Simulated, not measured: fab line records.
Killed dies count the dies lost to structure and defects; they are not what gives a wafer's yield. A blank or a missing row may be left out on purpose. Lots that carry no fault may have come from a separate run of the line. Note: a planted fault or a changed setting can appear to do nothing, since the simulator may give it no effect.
fab line records ; flow gf180mcu
[record] lots = 11; wafers = 33; last-day = 34
route steps=602 shown VT_IMPLANT@132 HV_LDD@213 NSD@244 SAB@265
lots that met no fault: from a run of the same line without faults
start-h: hours from the record's opening day to when the first of the lot's shown wafers began ; wait-h: how many hours have passed since the lot's step before this one ; " identical to the entry in the row above ; L1.1+2: a single row standing in for several wafers ; - no value, or no start given ; * or withheld: withheld ; < > ~ a bound
route shown NAME@n: NAME is a module with steps in the file, n the number in the route of the first one ; usual: the fault-free wafers' mean and standard deviation ; same: alike in all rows ; chamber/n: place in a boat ; sites: readings site by site ; _std_site: the standard deviation of these ; _edge_site: the outer-site mean with the inner-site mean subtracted ; radius-mm: how far each site lies from the wafer's centre ; mask NAME#n: copy n ; behind: the tool/chamber that last shaped the wafer ; hold: reason for holding the lot/hours on hold/outcome of the hold ; device: transistor that didn't switch, given as n, p or np ; end of line: tests of these same wafers at the route's end ; step lacking rows: just its recipe ; killed: count of dies lost to structure and defects at first sort (not the wafer's yield) ; map: the dies of a wafer, with x for killed, . for not killed, _ for no die there
set.NAME: the setting as run; set.NAME@STEP: as run at that earlier step ; model.NAME: the simulator's own value behind a step, which no gauge read
route steps across a sampled set of lots; one table per step, one row per wafer
services: from which hour (start-h, from the record's first day; less than 0 if before it) a tool's chamber was out of use, for how many hours, and why
[[steps]]
[step GF_VT_IMPLANT_STRIP_42]
[recipe] chemistry = O2/N2; power-w = 1400; pressure-mtorr = 1500; platen-temp-c = 250; o2-flow-sccm = 3000; n2-flow-sccm = 300; overash-fraction = 0.5
[usual] drypump-motor-current-A = 5.5/0.43; heater-power-w = 347/20; oes-product-au = 0.716/0.0045; strip-time-to-endpoint-s = 12.63/0.034
lot.wafer;tool;chamber;start-h;wait-h;drypump-motor-current-A;heater-power-w;oes-product-au;rf-hours-counter-h;strip-time-to-endpoint-s
L794.2;plasma-asher-01;0;161.55;0.1;6.0;360;0.711;37;12.62
L794.3;plasma-asher-01;0;161.55;0.1;6.0;350;0.716;-;12.66
L794.4;plasma-asher-01;1;161.55;0.1;5.4;342;0.728;-;12.63
L795.1;plasma-asher-03;0;168.54;0.1;5.7;319;0.714;50;12.65
L795.3;plasma-asher-03;1;168.54;0.1;5.1;376;0.715;-;12.62
L795.5;plasma-asher-03;1;168.54;0.1;5.2;379;0.716;-;12.61
L797.3;plasma-asher-01;1;183.27;0.1;5.3;339;0.721;-;12.65
L797.4;plasma-asher-01;0;183.27;0.1;6.0;355;0.715;-;12.62
L797.5;plasma-asher-01;0;183.27;0.1;6.0;357;0.717;-;12.66
L798.1;plasma-asher-03;0;190.29;0.1;5.7;321;0.723;52;12.58
L798.2;plasma-asher-03;1;190.29;0.1;5.1;385;0.718;52;12.58
L798.4;plasma-asher-03;0;190.29;0.1;5.7;327;0.715;-;12.60
L805.1;plasma-asher-01;0;239.89;0.1;6.0;352;0.716;45;12.62
L805.3;plasma-asher-01;1;239.89;0.1;5.3;339;0.713;-;12.60
L805.6;plasma-asher-01;0;239.89;0.1;6.0;354;0.722;-;12.60
L806.1;plasma-asher-03;0;245.14;0.1;5.8;324;0.720;57;12.63
L806.2;plasma-asher-03;1;245.14;0.1;5.1;377;0.715;57;12.62
L806.3;plasma-asher-03;0;245.14;0.1;5.7;323;0.715;-;12.64
L808.1;plasma-asher-04;0;258.49;0.1;5.8;360;0.710;61;12.58
L808.3;plasma-asher-04;1;258.49;0.1;4.8;327;0.716;-;12.58
L808.6;plasma-asher-04;1;258.49;0.1;4.7;325;0.714;-;12.57
L810.1;plasma-asher-03;1;272.14;0.1;5.1;378;0.713;60;12.65
L810.3;plasma-asher-03;1;272.14;0.1;5.1;381;0.710;-;12.63
L810.6;plasma-asher-03;0;272.14;0.1;5.7;322;0.726;-;12.60
L814.1;plasma-asher-04;1;297.04;0.1;4.7;327;0.718;65;12.65
L814.4;plasma-asher-04;1;297.04;0.1;4.7;327;0.714;-;12.64
L814.5;plasma-asher-04;0;297.04;0.1;5.8;355;0.720;-;12.63
L815.2;plasma-asher-01;0;306.40;0.1;6.0;346;0.709;52;12.60
L815.3;plasma-asher-01;1;306.40;0.1;5.3;331;0.706;-;12.56
L815.6;plasma-asher-01;1;306.40;0.1;5.4;339;0.706;-;12.64
L816.1;plasma-asher-04;1;312.60;0.1;4.7;326;0.710;66;12.64
L816.5;plasma-asher-04;1;312.60;0.1;4.7;327;0.713;-;12.60
L816.6;plasma-asher-04;0;312.60;0.1;5.8;365;0.715;-;12.62
[step GF_HV_LDD_STRIP_37]
[recipe] chemistry = O2/N2; power-w = 1400; pressure-mtorr = 1500; platen-temp-c = 250; o2-flow-sccm = 3000; n2-flow-sccm = 300; overash-fraction = 0.5
[usual] drypump-motor-current-A = 5.6/0.52; heater-power-w = 331/22; oes-product-au = 0.717/0.0046; strip-time-to-endpoint-s = 12.63/0.035
lot.wafer;tool;chamber;start-h;wait-h;drypump-motor-current-A;heater-power-w;oes-product-au;rf-hours-counter-h;strip-time-to-endpoint-s
L794.2;plasma-asher-02;0;257.81;0.1;6.3;296;0.717;15;12.69
L794.3;plasma-asher-02;1;257.81;0.1;5.7;324;0.716;-;12.70
L794.4;plasma-asher-02;0;257.81;0.1;6.2;300;0.714;-;12.69
L795.1;plasma-asher-02;1;264.51;0.1;5.7;328;0.727;15;12.66
L795.3;plasma-asher-02;1;264.51;0.1;5.7;327;0.714;-;12.67
L795.5;plasma-asher-02;1;264.51;0.1;5.7;320;0.728;-;12.66
L797.3;plasma-asher-01;1;282.89;0.1;5.4;347;0.725;-;12.65
L797.4;plasma-asher-01;0;282.89;0.1;6.0;360;0.714;-;12.65
L797.5;plasma-asher-01;1;282.89;0.1;5.4;341;0.709;-;12.66
L798.1;plasma-asher-04;1;289.41;0.1;4.7;329;0.713;64;12.65
L798.2;plasma-asher-04;0;289.41;0.1;5.8;354;0.725;64;12.66
L798.4;plasma-asher-04;1;289.41;0.1;4.7;328;0.718;-;12.67
L805.1;plasma-asher-02;0;351.86;0.1;6.2;300;0.709;25;12.61
L805.3;plasma-asher-02;1;351.86;0.1;5.8;327;0.710;-;12.61
L805.6;plasma-asher-02;1;351.86;0.1;5.7;325;0.718;-;12.62
L806.1;plasma-asher-02;0;361.41;0.1;6.2;301;0.722;26;12.63
L806.2;plasma-asher-02;1;361.41;0.1;5.7;328;0.714;26;12.65
L806.3;plasma-asher-02;1;361.41;0.1;5.7;323;0.720;-;12.67
L808.1;plasma-asher-02;0;370.36;0.1;6.2;299;0.721;27;12.65
L808.3;plasma-asher-02;1;370.36;0.1;5.7;319;0.721;-;12.70
L808.6;plasma-asher-02;0;370.36;0.1;6.3;296;0.716;-;12.61
L810.1;plasma-asher-04;0;389.66;0.1;5.8;361;0.717;75;12.62
L810.3;plasma-asher-04;0;389.66;0.1;5.8;353;0.720;-;12.57
L810.6;plasma-asher-04;0;389.66;0.1;5.8;363;0.715;-;12.62
L814.1;plasma-asher-04;1;418.25;0.1;4.7;335;0.725;79;12.65
L814.4;plasma-asher-04;0;418.25;0.1;5.8;373;0.727;-;12.65
L814.5;plasma-asher-04;0;418.25;0.1;5.8;360;0.722;-;12.63
L815.2;plasma-asher-01;1;427.60;0.1;5.4;339;0.716;62;12.63
L815.3;plasma-asher-01;1;427.60;0.1;5.3;334;0.721;-;12.64
L815.6;plasma-asher-01;1;427.60;0.1;5.4;334;0.715;-;12.68
L816.1;plasma-asher-02;0;434.61;0.1;6.3;299;0.718;34;12.64
L816.5;plasma-asher-02;1;434.61;0.1;5.8;326;0.717;-;12.62
L816.6;plasma-asher-02;0;434.61;0.1;6.3;302;0.714;-;12.64
[step GF_NSD_IMPLANT_09]
[recipe] species = As; energy-kev = 60; dose-cm2 = 4e+15; tilt-deg = 7
[usual] beam-energy-keV = 60.002/0.019; end-station-pressure-torr = 1.32e-05/1.6e-06
lot.wafer;tool;chamber;start-h;wait-h;beam-energy-keV;end-station-pressure-torr
L794.2;implanter-03;0;300.48;0.0;59.999;1.11e-05
L794.3;implanter-03;0;300.48;0.0;59.994;1.08e-05
L794.4;implanter-03;0;300.48;0.0;60.016;1e-05
L795.1;implanter-01;0;307.29;0.0;59.992;1.38e-05
L795.3;implanter-01;0;307.29;0.0;60.000;1.43e-05
L795.5;implanter-01;0;307.29;0.0;59.986;1.42e-05
L797.3;implanter-03;0;327.36;0.1;60.023;1.18e-05
L797.4;implanter-03;0;327.36;0.1;60.049;1.09e-05
L797.5;implanter-03;0;327.36;0.1;60.013;1.13e-05
L798.1;implanter-01;0;333.67;0.0;60.023;1.44e-05
L798.2;implanter-01;0;333.67;0.0;60.006;1.4e-05
L798.4;implanter-01;0;333.67;0.0;59.997;1.31e-05
L805.1;implanter-02;0;399.87;0.0;59.992;1.36e-05
L805.3;implanter-02;0;399.87;0.0;60.015;1.29e-05
L805.6;implanter-02;0;399.87;0.0;59.998;1.43e-05
L806.1;implanter-01;0;409.51;0.0;57.007;1.32e-05
L806.2;implanter-01;0;409.51;0.0;56.994;1.27e-05
L806.3;implanter-01;0;409.51;0.0;57.023;1.28e-05
L808.1;implanter-01;0;420.07;0.0;57.011;1.27e-05
L808.3;implanter-01;0;420.07;0.0;57.005;1.45e-05
L808.6;implanter-01;0;420.07;0.0;56.995;1.44e-05
L810.1;implanter-03;0;440.56;0.0;60.040;1.19e-05
L810.3;implanter-03;0;440.56;0.0;59.996;1.18e-05
L810.6;implanter-03;0;440.56;0.0;60.019;1.05e-05
L814.1;implanter-02;0;468.81;0.0;60.014;1.52e-05
L814.4;implanter-02;0;468.81;0.0;60.022;1.45e-05
L814.5;implanter-02;0;468.81;0.0;60.005;1.42e-05
L815.2;implanter-03;0;477.58;0.0;59.995;1.28e-05
L815.3;implanter-03;0;477.58;0.0;59.995;1.12e-05
L815.6;implanter-03;0;477.58;0.0;59.988;1.13e-05
L816.1;implanter-02;0;484.31;0.0;60.011;1.44e-05
L816.5;implanter-02;0;484.31;0.0;60.012;1.46e-05
L816.6;implanter-02;0;484.31;0.0;59.983;1.66e-05
[step GF_NSD_STRIP_11]
[recipe] chemistry = O2/N2; power-w = 1400; pressure-mtorr = 1500; platen-temp-c = 250; o2-flow-sccm = 3000; n2-flow-sccm = 300; overash-fraction = 0.5
[usual] drypump-motor-current-A = 5.5/0.43; heater-power-w = 346/20; oes-product-au = 0.486/0.0051; strip-time-to-endpoint-s = 22.96/0.038
lot.wafer;tool;chamber;start-h;wait-h;drypump-motor-current-A;heater-power-w;oes-product-au;rf-hours-counter-h;strip-time-to-endpoint-s
L794.2;plasma-asher-03;0;300.76;0.1;5.8;316;0.484;63;22.96
L794.3;plasma-asher-03;1;300.76;0.1;5.1;377;0.482;-;22.95
L794.4;plasma-asher-03;0;300.76;0.1;5.8;319;0.490;-;22.96
L795.1;plasma-asher-01;0;307.59;0.1;6.0;348;0.480;52;22.94
L795.3;plasma-asher-01;0;307.59;0.1;6.0;342;0.493;-;22.95
L795.5;plasma-asher-01;1;307.59;0.1;5.3;338;0.487;-;22.95
L797.3;plasma-asher-01;1;327.64;0.1;5.3;336;0.485;-;23.01
L797.4;plasma-asher-01;0;327.64;0.1;6.0;351;0.485;-;22.98
L797.5;plasma-asher-01;0;327.64;0.1;6.0;355;0.486;-;22.96
L798.1;plasma-asher-01;1;333.97;0.1;5.4;351;0.483;55;22.96
L798.2;plasma-asher-01;0;333.97;0.1;6.0;352;0.487;55;22.94
L798.4;plasma-asher-01;0;333.97;0.1;6.0;359;0.482;-;22.98
L805.1;plasma-asher-03;0;400.17;0.1;5.8;325;0.496;73;23.07
L805.3;plasma-asher-03;0;400.17;0.1;5.7;317;0.495;-;23.02
L805.6;plasma-asher-03;1;400.17;0.1;5.1;370;0.484;-;23.05
L806.1;plasma-asher-03;1;409.81;0.1;5.1;374;0.483;74;22.51
L806.2;plasma-asher-03;0;409.81;0.1;5.8;314;0.497;74;22.55
L806.3;plasma-asher-03;0;409.81;0.1;5.7;323;0.478;-;22.53
L808.1;plasma-asher-03;0;420.37;0.1;5.7;317;0.493;75;22.50
L808.3;plasma-asher-03;0;420.37;0.1;5.7;317;0.485;-;22.51
L808.6;plasma-asher-03;1;420.37;0.1;5.1;379;0.486;-;22.52
L810.1;plasma-asher-01;1;440.86;0.1;5.4;337;0.481;64;22.92
L810.3;plasma-asher-01;1;440.86;0.1;5.4;346;0.488;-;22.90
L810.6;plasma-asher-01;0;440.86;0.1;6.0;356;0.486;-;22.96
L814.1;plasma-asher-01;0;469.11;0.1;6.0;352;0.474;67;22.92
L814.4;plasma-asher-01;1;469.11;0.1;5.3;342;0.479;-;22.91
L814.5;plasma-asher-01;1;469.11;0.1;5.4;338;0.486;-;22.92
L815.2;plasma-asher-04;0;477.86;0.1;5.8;356;0.491;86;22.98
L815.3;plasma-asher-04;0;477.86;0.1;5.8;365;0.485;-;22.96
L815.6;plasma-asher-04;0;477.86;0.1;5.8;356;0.484;-;22.99
L816.1;plasma-asher-01;0;484.61;0.1;6.0;352;0.480;69;22.90
L816.5;plasma-asher-01;1;484.61;0.1;5.4;338;0.480;-;22.90
L816.6;plasma-asher-01;0;484.61;0.1;6.0;353;0.488;-;22.95
[step GF_PSD_RS_MEAS_14]
[recipe] thk-meas-gauge = four-point-probe
[usual] NSD_RS = 46.14/0.074
lot.wafer;tool;chamber;start-h;wait-h;NSD_RS[ohm/sq]
L794.2;film-metro-02;-;321.88;0.1;46.22
L794.3;film-metro-02;-;321.88;0.1;46.26
L794.4;film-metro-02;-;321.88;0.1;46.24
L795.1;film-metro-02;-;328.51;0.1;46.18
L795.3;film-metro-02;-;328.51;0.1;46.16
L795.5;film-metro-02;-;328.51;0.1;46.13
L797.3;film-metro-03;-;349.49;0.1;46.24
L797.4;film-metro-03;-;349.49;0.1;46.20
L797.5;film-metro-03;-;349.49;0.1;46.29
L798.1;film-metro-02;-;356.26;0.1;46.20
L798.2;film-metro-02;-;356.26;0.1;46.16
L798.4;film-metro-02;-;356.26;0.1;46.19
L805.1;film-metro-02;-;423.67;0.1;46.12
L805.3;film-metro-02;-;423.67;0.1;46.13
L805.6;film-metro-02;-;423.67;0.1;46.11
L806.1;film-metro-01;-;433.20;0.1;47.02
L806.2;film-metro-01;-;433.20;0.1;46.83
L806.3;film-metro-01;-;433.20;0.1;46.86
L808.1;film-metro-01;-;443.54;0.1;47.03
L808.3;film-metro-01;-;443.54;0.1;46.94
L808.6;film-metro-01;-;443.54;0.1;46.98
L810.1;film-metro-02;-;464.60;0.1;46.22
L810.3;film-metro-02;-;464.60;0.1;46.31
L810.6;film-metro-02;-;464.60;0.1;46.08
L814.1;film-metro-03;-;493.83;0.1;46.03
L814.4;film-metro-03;-;493.83;0.1;46.07
L814.5;film-metro-03;-;493.83;0.1;46.10
L815.2;film-metro-03;-;501.36;0.1;46.13
L815.3;film-metro-03;-;501.36;0.1;46.12
L815.6;film-metro-03;-;501.36;0.1;46.16
L816.1;film-metro-03;-;508.99;0.1;46.21
L816.5;film-metro-03;-;508.99;0.1;46.15
L816.6;film-metro-03;-;508.99;0.1;46.13
[step GF_SAB_THK_MEAS_01]
[recipe] reads = SiO2_of_SAB_CVD_00
[usual] SAB_CVD_00_THK = 49.9/0.62
lot.wafer;tool;chamber;start-h;wait-h;SAB_CVD_00_THK[nm]
L794.2;film-metro-04;-;322.13;0.0;49.7
L794.3;film-metro-04;-;322.13;0.0;48.6
L794.4;film-metro-04;-;322.13;0.0;50.2
L795.1;film-metro-04;-;328.77;0.0;49.8
L795.3;film-metro-04;-;328.77;0.0;50.6
L795.5;film-metro-04;-;328.77;0.0;51.2
L797.3;film-metro-02;-;349.73;0.0;49.3
L797.4;film-metro-02;-;349.73;0.0;50.0
L797.5;film-metro-02;-;349.73;0.0;50.3
L798.1;film-metro-04;-;356.52;0.0;49.2
L798.2;film-metro-04;-;356.52;0.0;48.3
L798.4;film-metro-04;-;356.52;0.0;49.0
L805.1;film-metro-02;-;423.93;0.0;50.2
L805.3;film-metro-02;-;423.93;0.0;49.1
L805.6;film-metro-02;-;423.93;0.0;50.5
L806.1;film-metro-02;-;433.46;0.0;49.5
L806.2;film-metro-02;-;433.46;0.0;49.9
L806.3;film-metro-02;-;433.46;0.0;49.5
L808.1;film-metro-04;-;443.80;0.0;49.6
L808.3;film-metro-04;-;443.80;0.0;49.9
L808.6;film-metro-04;-;443.80;0.0;51.2
L810.1;film-metro-02;-;464.86;0.0;49.4
L810.3;film-metro-02;-;464.86;0.0;49.0
L810.6;film-metro-02;-;464.86;0.0;50.6
L814.1;film-metro-04;-;494.09;0.0;50.7
L814.4;film-metro-04;-;494.09;0.0;49.8
L814.5;film-metro-04;-;494.09;0.0;50.5
L815.2;film-metro-04;-;501.61;0.0;49.1
L815.3;film-metro-04;-;501.61;0.0;49.1
L815.6;film-metro-04;-;501.61;0.0;50.4
L816.1;film-metro-01;-;509.25;0.0;48.7
L816.5;film-metro-01;-;509.25;0.0;49.6
L816.6;film-metro-01;-;509.25;0.0;50.0
[[services]]
tool;chamber;start-h;hours;kind
plasma-asher-01;-;138.61;9.0;repair
plasma-asher-01;-;151.24;4.3;pm
implanter-02;-;151.78;2.6;repair
plasma-asher-04;-;161.04;0.3;repair
implanter-02;-;182.47;19.2;repair
plasma-asher-03;-;190.85;2.9;repair
plasma-asher-01;-;191.08;2.8;pm
plasma-asher-04;-;196.99;0.5;repair
plasma-asher-03;-;198.67;1.1;repair
plasma-asher-03;-;211.45;4.5;repair
implanter-01;-;231.52;4.6;pm
implanter-03;-;255.21;4.0;pm
implanter-02;-;268.52;0.7;repair
implanter-02;-;271.59;1.2;repair
plasma-asher-02;-;273.28;0.9;repair
plasma-asher-04;-;276.95;2.8;pm
plasma-asher-01;-;289.26;1.8;repair
plasma-asher-01;-;382.00;28.1;pm
plasma-asher-02;-;388.96;2.8;pm
implanter-03;-;419.84;1.4;repair
plasma-asher-03;-;421.25;9.0;pm
plasma-asher-02;-;453.25;3.8;repair
implanter-03;-;481.37;3.1;pm
plasma-asher-04;-;483.77;8.1;repair
[[key]]
[first-sign] step = GF_NSD_IMPLANT_09; reading = beam-energy-keV; direction = down; sigmas = 99+; usual = 60.002; struck = 57.006
[effect] step = GF_NSD_STRIP_11; reading = strip-time-to-endpoint-s; direction = down; sigmas = 12; usual = *; struck = *
[effect] step = GF_PSD_RS_MEAS_14; reading = NSD_RS; direction = up; sigmas = 11; usual = 46.14; struck = 46.94
met-at GF_NSD_IMPLANT_09
struck-lots L806,L808
tester-left-out L806,L808
not-acting-at GF_VT_IMPLANT_STRIP_42,GF_HV_LDD_STRIP_37,GF_SAB_THK_MEAS_01
onset-between 333.67 409.51
[fault] kind = process-parameter-drift; tool = implanter-01; chamber = -; onset-h = 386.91; steps = GF_NSD_IMPLANT_09; channel = energy-kev; offset = -3.0086; shape = step; end-h = 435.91; acts-in = these-recipes-only; stated = 60
// tester-left-out: of these lots the tester's yield and bins aren't shown, on N5 and GAA mostly nor the transistor test; their killed dies are dies lost to structure and defects alone, not to doping, threshold or leakage, so they don't give the yield
